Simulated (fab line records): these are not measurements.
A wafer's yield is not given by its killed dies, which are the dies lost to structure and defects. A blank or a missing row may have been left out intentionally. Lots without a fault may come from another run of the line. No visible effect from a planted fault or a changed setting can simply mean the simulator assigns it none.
Comparing a struck lot with a sound one ; flow sky130 ; 16 out of 708 route steps
Sound: wafers L620.2, L620.3, L620.6. Wafers struck: L616.2, L616.4, L616.6. Last of all comes the cause.
Per side, at each step with rows, come the tool, then ch with its chambers, and then its first start. Under that, the readings that differ: sound wafers ; struck wafers ; difference of the means ; sigmas: that difference in standard deviations of wafers without a fault.
alike: readings whose means differ by less than 2 such deviations, and words and numbers that are the same on both sides. not compared: withheld readings, readings that some wafer has no value for, bounds like >300 that may hide the same value, and numbers for which the record gives no deviation and whose values overlap.
A row with sigmas, a row that says differs or no value, or rows on one side alone: a step with any of these is where the two part. Numbers that don't overlap but have no deviation are shown without sigmas and don't part them. A reading that every wafer of one side lacks parts them only if that side has two wafers or more.

SKY_NWELL_RS_MEAS_29: measurement is done with a four-point probe.
  sound on filmMetro-01 at day 9 10:40; struck on filmMetro-02 at day 8 10:54
  alike: NWELL_RS
SKY_NWELL_RS_MEAS_31: measurement is done with a four-point probe.
  sound on filmMetro-01 at day 9 10:55; struck on filmMetro-02 at day 8 11:08
  alike: PWDE_RS
then, 7 steps without rows for these wafers: SKY_VT_ADJUST_HVTP_DEHYDRATE_00 (time 60 s); SKY_VT_ADJUST_HVTP_HMDS_01 (prime time 60 s); SKY_VT_ADJUST_HVTP_COAT_02 (resist thk 1140 nm); SKY_VT_ADJUST_HVTP_SOFTBAKE_03 (time 60 s); SKY_VT_ADJUST_HVTP_EXPOSE_04 (exposes mask HVTPM, target cd 380 nm); SKY_VT_ADJUST_HVTP_PEB_05; SKY_VT_ADJUST_HVTP_DEVELOP_06 (develop time 60 s).
SKY_VT_ADJUST_HVTP_CD_MEAS_07: the cd target is 380 nm.
  sound on cdSem-02 at day 10 08:04; struck on cdSem-01 at day 9 07:49
  alike: cdNm
SKY_VT_ADJUST_HVTP_OVL_MEAS_08:
  sound on overlay-01 at day 10 08:11; struck on overlay-02 at day 9 07:56
  alike: VT_ADJUST_HVTP_OVL
SKY_VT_ADJUST_HVTP_IMPLANT_09:
  sound on implanter-04 ch 0, day 10 08:14; struck on implanter-03 ch 0, day 9 07:59
reading;sound;struck;difference;sigmas
doseIonsCm2;4.3e+12 4.283e+12 4.292e+12;2.665e+12 2.658e+12 2.67e+12;-1.627e+12;-99 or more
faradayCurrentUA;23.7 24.6 24.0;15.1 15.0 15.5;-8.9;-21
  alike: beamOnS
SKY_VT_ADJUST_HVTP_STRIP_10: strips in O2/N2.
  sound on plasmaAsher-01 ch 0,1, day 10 08:22; struck on plasmaAsher-02 ch 1, day 9 08:07
  alike: drypumpMotorCurrentA, oesProductAu, stripTimeToEndpointS
  not compared: rfHoursCounterH
SKY_VT_ADJUST_HVTP_TW_MEAS_11:
  sound on filmMetro-01 at day 10 08:28; struck on filmMetro-04 at day 9 08:13
reading;sound;struck;difference;sigmas
VT_ADJUST_HVTP_TW;1343 1339 1347;1174 1185 1177;-164;-7
then, 1 step without rows for these wafers: SKY_VT_ADJUST_LVTN_DEHYDRATE_00 (time 60 s).
-- here the record skips 40 days between the struck wafers' starts before and after, leaving off in module VT_ADJUST_LVTN and picking up in module PAD_OPEN (first step shown: number 708 of the route) --
SKY_PAD_OPEN_PROBE_99:
  sound on prober-02 at day 50 00:21; struck on prober-02 at day 49 04:13
  alike: killed_at_M0_to_M3, killed_at_M4_up, killedAtContacts, killedAtFrontEnd, killedAtOther, killedDies, killedOpen, killedShort

WHERE THEY PART
At SKY_VT_ADJUST_HVTP_IMPLANT_09 first; at SKY_VT_ADJUST_HVTP_TW_MEAS_11 last (within this record only). Later steps at which nothing parts them and some readings are alike: SKY_PAD_OPEN_PROBE_99.

WHY: the cause the simulator had injected
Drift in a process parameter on implanter-03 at SKY_VT_ADJUST_HVTP_IMPLANT_09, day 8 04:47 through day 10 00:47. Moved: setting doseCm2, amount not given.
